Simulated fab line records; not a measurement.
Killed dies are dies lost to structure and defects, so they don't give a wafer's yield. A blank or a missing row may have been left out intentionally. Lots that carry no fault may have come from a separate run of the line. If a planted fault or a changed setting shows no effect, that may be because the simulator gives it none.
fab line records	flow sfq_line
record lots=16	wafers=48	last_day=95
route steps=325 shown I1@83 I2@110 JJ@180
lots that met no fault: from a run of the same line without faults
start_h: hours from the record's opening day to when the first of the lot's shown wafers began	wait_h: how many hours have passed since the lot's step before this one	" the same as in the row above	L1.1+2: one row covering several wafers at once	- either no value or no given start	* or withheld: withheld	< > ~ a bound
route shown NAME@n: names a module that has steps shown in the file, with the first one's number in the route	usual: average and standard deviation across the fault-free wafers	same: alike in all rows	chamber/n: place in a boat	sites: the reading at each site	_std_site: standard deviation of those values	_edge_site: the outer-site mean with the inner-site mean subtracted	radius_mm: how far each site lies from the wafer's centre	mask NAME#n: copy n	behind: the tool/chamber that last shaped the wafer	hold: reason for holding the lot/hours on hold/outcome of the hold	device: the n, p or np transistor that did not switch	end of line: tests run on the same wafers once the route is complete	a step without rows: its recipe alone	killed: the dies lost at the first sort to structure and to defects; this is not the yield of the wafer	map: a wafer's dies, marking killed ones x, the rest . and places with no die _
set.NAME: the run value of the setting; set.NAME@STEP: its run value at that earlier step	model.NAME: the simulator's own value behind a step, which no gauge read
one table for each step of the route and one row for each wafer, over a sample of lots
services: from which hour (start_h, from the record's first day; less than 0 if before it) a tool's chamber was out of use, for how many hours, and why
## steps
# step SFQ_I1_OVL_MEAS_913
# usual I1_OVL=3/5.5
lot.wafer	tool	chamber	start_h	wait_h	I1_OVL[nm]
L964.2	overlay-01	-	573.19	0.1	15
L964.3	"	-	"	"	5
L964.4	"	-	"	"	12
L966.1	overlay-02	-	576.79	0.1	2
L966.4	"	-	"	"	-5
L966.5	"	-	"	"	-2
L967.1	overlay-02	-	579.19	0.1	-10
L967.4	"	-	"	"	-5
L967.6	"	-	"	"	-2
L968.3	overlay-01	-	580.40	0.1	1
L968.4	"	-	"	"	6
L968.5	"	-	"	"	6
L969.1	overlay-01	-	582.79	0.1	7
L969.3	"	-	"	"	-2
L969.4	"	-	"	"	7
L970.4	overlay-01	-	585.21	0.1	6
L970.5	"	-	"	"	1
L970.6	"	-	"	"	4
L971.2	overlay-01	-	587.59	0.1	8
L971.4	"	-	"	"	7
L971.6	"	-	"	"	7
L972.1	overlay-02	-	588.79	0.1	0
L972.4	"	-	"	"	-5
L972.5	"	-	"	"	8
L974.3	overlay-01	-	594.80	0.1	6
L974.4	"	-	"	"	14
L974.5	"	-	"	"	11
L979.1	overlay-02	-	616.51	0.1	5
L979.2	"	-	"	"	1
L979.6	"	-	"	"	4
L980.1	overlay-02	-	620.11	0.1	-1
L980.2	"	-	"	"	-1
L980.6	"	-	"	"	6
L981.2	overlay-02	-	621.32	0.1	0
L981.3	"	-	"	"	9
L981.4	"	-	"	"	2
L982.1	overlay-01	-	623.26	0.1	8
L982.5	"	-	"	"	7
L982.6	"	-	"	"	-1
L983.1	overlay-01	-	624.46	0.1	7
L983.2	"	-	"	"	2
L983.5	"	-	"	"	2
L984.2	overlay-01	-	625.67	0.1	8
L984.4	"	-	"	"	10
L984.6	"	-	"	"	7
L987.1	overlay-02	-	950.52	0.1	8
L987.3	"	-	"	"	7
L987.6	"	-	"	"	2
# step SFQ_TRILAYER_I1_VIA_BARC_OPEN_VIA_ETCH_071
# recipe mask_material=PR	chemistry=O2	target_depth_nm=125	target=BARC	source_w=500	bias_w=80	pressure_mtorr=30	time_s=41.7
# usual drypump_motor_current_A=5.6/0.52	oes_product_au=0.686/0.0048
lot.wafer	tool	chamber	start_h	wait_h	drypump_motor_current_A	oes_product_au	rf_hours_counter_h
L964.2	rie_diel-04	1	573.22	0.0	5.6	0.688	79
L964.3	"	2	"	"	4.7	0.688	2
L964.4	"	0	"	"	6.5	0.689	3
L966.1	rie_diel-03	0	576.82	0.0	5.7	0.687	50
L966.4	"	2	"	"	5.5	0.685	4
L966.5	"	1	"	"	5.7	0.675	-
L967.1	rie_diel-04	3	579.22	0.0	4.9	0.690	6
L967.4	"	2	"	"	4.7	0.680	2
L967.6	"	3	"	"	4.9	0.688	-
L968.3	rie_diel-01	0	580.42	0.0	5.4	0.685	39
L968.4	"	1	"	"	5.3	0.694	36
L968.5	"	1	"	"	5.3	0.693	-
L969.1	rie_diel-03	1	582.82	0.0	5.7	0.687	69
L969.3	"	0	"	"	5.7	0.682	50
L969.4	"	2	"	"	5.5	0.679	4
L970.4	rie_diel-04	1	585.22	0.0	5.6	0.689	79
L970.5	"	2	"	"	4.7	0.683	-
L970.6	"	1	"	"	5.6	0.692	-
L971.2	rie_diel-01	0	587.62	0.0	5.4	0.685	39
L971.4	"	1	"	"	5.3	0.700	36
L971.6	"	0	"	"	5.4	0.684	-
L972.1	rie_diel-03	2	588.82	0.0	5.5	0.683	4
L972.4	"	3	"	"	5.9	0.693	10
L972.5	"	3	"	"	5.9	0.676	-
L974.3	rie_diel-04	3	594.82	0.0	4.9	0.685	6
L974.4	"	2	"	"	4.7	0.688	-
L974.5	"	3	"	"	5.0	0.690	-
L979.1	rie_diel-01	2	616.55	0.0	6.0	0.686	24
L979.2	"	3	"	"	5.7	0.680	16
L979.6	"	2	"	"	6.0	0.681	-
L980.1	rie_diel-03	0	620.15	0.0	5.7	0.693	51
L980.2	"	1	"	"	5.7	0.687	70
L980.6	"	0	"	"	5.6	0.694	-
L981.2	rie_diel-01	0	621.35	0.0	5.4	0.681	39
L981.3	"	3	"	"	5.7	0.691	16
L981.4	"	1	"	"	5.3	0.681	37
L982.1	rie_diel-04	2	623.30	0.0	4.6	0.680	4
L982.5	"	0	"	"	6.6	0.687	-
L982.6	"	3	"	"	4.9	0.678	-
L983.1	rie_diel-03	2	624.50	0.0	5.5	0.682	5
L983.2	"	0	"	"	5.7	0.683	51
L983.5	"	3	"	"	5.9	0.684	-
L984.2	rie_diel-04	2	625.70	0.0	4.7	0.680	4
L984.4	"	3	"	"	5.0	0.688	-
L984.6	"	0	"	"	6.6	0.686	-
L987.1	rie_diel-04	3	950.56	0.0	4.9	0.688	13
L987.3	"	0	"	"	6.6	0.694	9
L987.6	"	0	"	"	6.6	0.674	-
# step SFQ_TRILAYER_I2_VIA_LITHO_EXPOSE_068
# recipe mask_id=I2	na=0.6	source_shape=conventional	sigma_outer=0.65	target_cd_nm=500	dose_mj=21.3
# usual exposure_dose_mJ_cm2=21.303/0.019
# same na=0.6
lot.wafer	tool	chamber	start_h	wait_h	mask	exposure_dose_mJ_cm2
L964.2	krf_scanner-02	0	882.10	-	I2#0	21.308
L964.3	"	0	"	"	I2#0	21.315
L964.4	"	0	"	"	I2#0	21.305
L966.1	krf_scanner-02	0	885.50	-	I2#0	21.314
L966.4	"	0	"	"	I2#0	21.315
L966.5	"	0	"	"	I2#0	21.321
L967.1	krf_scanner-02	0	887.90	-	I2#0	21.330
L967.4	"	0	"	"	I2#0	21.315
L967.6	"	0	"	"	I2#0	21.302
L968.3	krf_scanner-02	0	890.70	-	I2#0	21.329
L968.4	"	0	"	"	I2#0	21.326
L968.5	"	0	"	"	I2#0	21.309
L969.1	krf_scanner-02	0	893.90	-	I2#0	21.306
L969.3	"	0	"	"	I2#0	21.351
L969.4	"	0	"	"	I2#0	21.328
L970.4	krf_scanner-02	0	895.70	-	I2#0	21.302
L970.5	"	0	"	"	I2#0	21.307
L970.6	"	0	"	"	I2#0	21.269
L971.2	krf_scanner-02	0	897.70	-	I2#0	21.313
L971.4	"	0	"	"	I2#0	21.306
L971.6	"	0	"	"	I2#0	21.286
L972.1	krf_scanner-02	0	899.90	-	I2#0	21.287
L972.4	"	0	"	"	I2#0	21.281
L972.5	"	0	"	"	I2#0	21.308
L974.3	krf_scanner-01	0	905.49	-	I2#0	21.295
L974.4	"	0	"	"	I2#0	21.309
L974.5	"	0	"	"	I2#0	21.299
L979.1	krf_scanner-01	0	915.89	-	I2#0	21.276
L979.2	"	0	"	"	I2#0	21.280
L979.6	"	0	"	"	I2#0	21.294
L980.1	krf_scanner-01	0	917.09	-	I2#0	21.295
L980.2	"	0	"	"	I2#0	21.282
L980.6	"	0	"	"	I2#0	21.309
L981.2	krf_scanner-01	0	918.49	-	I2#0	21.269
L981.3	"	0	"	"	I2#0	21.297
L981.4	"	0	"	"	I2#0	21.304
L982.1	krf_scanner-01	0	919.49	-	I2#0	21.296
L982.5	"	0	"	"	I2#0	21.281
L982.6	"	0	"	"	I2#0	21.283
L983.1	krf_scanner-01	0	921.89	-	I2#0	21.301
L983.2	"	0	"	"	I2#0	21.305
L983.5	"	0	"	"	I2#0	21.312
L984.2	krf_scanner-01	0	926.28	-	I2#0	21.304
L984.4	"	0	"	"	I2#0	21.271
L984.6	"	0	"	"	I2#0	21.285
L987.1	krf_scanner-01	0	1053.89	-	I2#0	21.294
L987.3	"	0	"	"	I2#0	21.282
L987.6	"	0	"	"	I2#0	21.286
# step SFQ_I2_OVL_MEAS_918
# usual I2_OVL=-3/6.1
lot.wafer	tool	chamber	start_h	wait_h	I2_OVL[nm]
L964.2	overlay-01	-	883.40	0.1	3
L964.3	"	-	"	"	2
L964.4	"	-	"	"	-2
L966.1	overlay-02	-	887.00	0.1	-10
L966.4	"	-	"	"	-3
L966.5	"	-	"	"	-5
L967.1	overlay-02	-	889.40	0.1	-2
L967.4	"	-	"	"	1
L967.6	"	-	"	"	-1
L968.3	overlay-02	-	891.81	0.1	2
L968.4	"	-	"	"	-2
L968.5	"	-	"	"	-2
L969.1	overlay-01	-	895.40	0.1	148
L969.3	"	-	"	"	143
L969.4	"	-	"	"	141
L970.4	overlay-02	-	896.62	0.1	150
L970.5	"	-	"	"	158
L970.6	"	-	"	"	149
L971.2	overlay-02	-	899.00	0.1	145
L971.4	"	-	"	"	148
L971.6	"	-	"	"	144
L972.1	overlay-02	-	901.40	0.1	151
L972.4	"	-	"	"	148
L972.5	"	-	"	"	149
L974.3	overlay-02	-	906.60	0.1	-10
L974.4	"	-	"	"	-10
L974.5	"	-	"	"	-12
L979.1	overlay-02	-	917.39	0.1	-1
L979.2	"	-	"	"	-6
L979.6	"	-	"	"	1
L980.1	overlay-02	-	918.59	0.1	-5
L980.2	"	-	"	"	-8
L980.6	"	-	"	"	-8
L981.2	overlay-02	-	919.79	0.1	-14
L981.3	"	-	"	"	-15
L981.4	"	-	"	"	-15
L982.1	overlay-02	-	920.99	0.1	-14
L982.5	"	-	"	"	-18
L982.6	"	-	"	"	-12
L983.1	overlay-02	-	923.39	0.1	1
L983.2	"	-	"	"	4
L983.5	"	-	"	"	3
L984.2	overlay-01	-	927.59	0.1	5
L984.4	"	-	"	"	6
L984.6	"	-	"	"	5
L987.1	overlay-02	-	1055.39	0.1	-4
L987.3	"	-	"	"	5
L987.6	"	-	"	"	3
# step SFQ_TRILAYER_JJ_TRILAYER_DEP_SPUTTER_110
# recipe material=Al	base_pressure_pa=1.33e-06	target_thk_nm=8	power_w=500	time_s=10	chamber_pressure_pa=0.4
# usual cathode_dc_power_W=499.99/0.082	throttle_valve_pct=30.0/1.4
lot.wafer	tool	chamber	start_h	wait_h	cathode_dc_power_W	throttle_valve_pct
L964.2	pvd_sputter-06	-	1302.79	0.0	499.98	26.9
L964.3	"	-	"	"	500.02	29.4
L964.4	"	-	"	"	500.07	30.2
L966.1	pvd_sputter-06	-	1313.90	0.0	499.78	29.3
L966.4	"	-	"	"	500.03	30.0
L966.5	"	-	"	"	499.94	30.1
L967.1	pvd_sputter-04	-	1316.30	0.0	499.92	31.4
L967.4	"	-	"	"	499.88	31.2
L967.6	"	-	"	"	499.99	31.3
L968.3	pvd_sputter-05	-	1318.70	0.0	499.98	29.9
L968.4	"	-	"	"	499.94	30.1
L968.5	"	-	"	"	499.89	31.0
L969.1	pvd_sputter-05	-	1325.52	0.0	500.10	30.2
L969.3	"	-	"	"	500.00	26.6
L969.4	"	-	"	"	499.97	31.4
L970.4	pvd_sputter-04	-	1327.10	0.0	500.09	31.2
L970.5	"	-	"	"	500.05	31.4
L970.6	"	-	"	"	499.82	31.3
L971.2	pvd_sputter-06	-	1329.50	0.0	500.05	27.1
L971.4	"	-	"	"	499.86	29.8
L971.6	"	-	"	"	500.06	30.7
L972.1	pvd_sputter-04	-	1332.07	0.0	499.92	31.1
L972.4	"	-	"	"	499.98	31.2
L972.5	"	-	"	"	500.02	31.4
L974.3	pvd_sputter-06	-	1342.87	0.0	499.88	27.0
L974.4	"	-	"	"	499.94	30.6
L974.5	"	-	"	"	499.95	30.8
L979.1	pvd_sputter-04	-	1351.72	0.0	499.92	30.6
L979.2	"	-	"	"	499.96	31.5
L979.6	"	-	"	"	500.09	30.4
L980.1	pvd_sputter-06	-	1352.30	0.0	500.01	29.4
L980.2	"	-	"	"	500.01	30.1
L980.6	"	-	"	"	499.92	29.5
L981.2	pvd_sputter-05	-	1354.79	0.0	499.93	26.9
L981.3	"	-	"	"	499.85	29.8
L981.4	"	-	"	"	499.96	31.1
L982.1	pvd_sputter-04	-	1477.99	0.0	500.02	31.1
L982.5	"	-	"	"	499.95	31.2
L982.6	"	-	"	"	500.06	31.4
L983.1	pvd_sputter-06	-	1481.58	0.0	500.12	30.7
L983.2	"	-	"	"	500.03	27.0
L983.5	"	-	"	"	499.94	29.3
L984.2	pvd_sputter-05	-	1483.99	0.0	500.05	31.2
L984.4	"	-	"	"	500.00	30.3
L984.6	"	-	"	"	500.00	30.1
L987.1	pvd_sputter-05	-	1509.17	0.0	500.09	29.9
L987.3	"	-	"	"	500.04	26.9
L987.6	"	-	"	"	500.05	30.3
## services
tool	chamber	start_h	hours	kind
krf_scanner-02	-	567.96	2.6	repair
krf_scanner-02	-	597.60	1.0	pm
krf_scanner-02	-	604.63	5.5	repair
krf_scanner-01	-	611.29	0.8	pm
krf_scanner-01	-	625.41	0.9	repair
krf_scanner-01	-	625.50	0.2	repair
krf_scanner-02	-	628.07	24.9	repair
krf_scanner-01	-	652.96	1.3	pm
krf_scanner-02	-	660.16	1.3	pm
krf_scanner-02	-	662.45	2.6	repair
krf_scanner-02	-	678.28	0.8	pm
krf_scanner-02	-	679.03	4.0	pm
krf_scanner-01	-	705.28	0.2	repair
krf_scanner-01	-	705.99	1.0	pm
krf_scanner-01	-	723.98	4.0	pm
krf_scanner-01	-	765.59	0.3	repair
krf_scanner-02	-	766.60	1.0	pm
krf_scanner-01	-	771.66	0.9	repair
krf_scanner-01	-	779.93	0.8	pm
krf_scanner-01	-	825.27	1.3	pm
krf_scanner-02	-	836.59	1.3	pm
krf_scanner-02	-	847.10	0.8	pm
krf_scanner-02	-	864.77	3.6	pm
krf_scanner-02	-	869.20	2.1	repair
## key
first_sign step=SFQ_I2_OVL_MEAS_918	reading=I2_OVL	direction=up	sigmas=25	usual=-3	struck=148
effect none on later readings
met_at SFQ_TRILAYER_I2_VIA_LITHO_EXPOSE_068
struck_lots L969,L970,L971,L972
not_acting_at SFQ_I1_OVL_MEAS_913,SFQ_TRILAYER_I1_VIA_BARC_OPEN_VIA_ETCH_071,SFQ_TRILAYER_JJ_TRILAYER_DEP_SPUTTER_110
onset_between 890.70 893.90
fault kind=scanner_matching_overlay	tool=krf_scanner-02	chamber=-	onset_h=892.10	steps=SFQ_TRILAYER_I2_VIA_LITHO_EXPOSE_068	offset=151.02
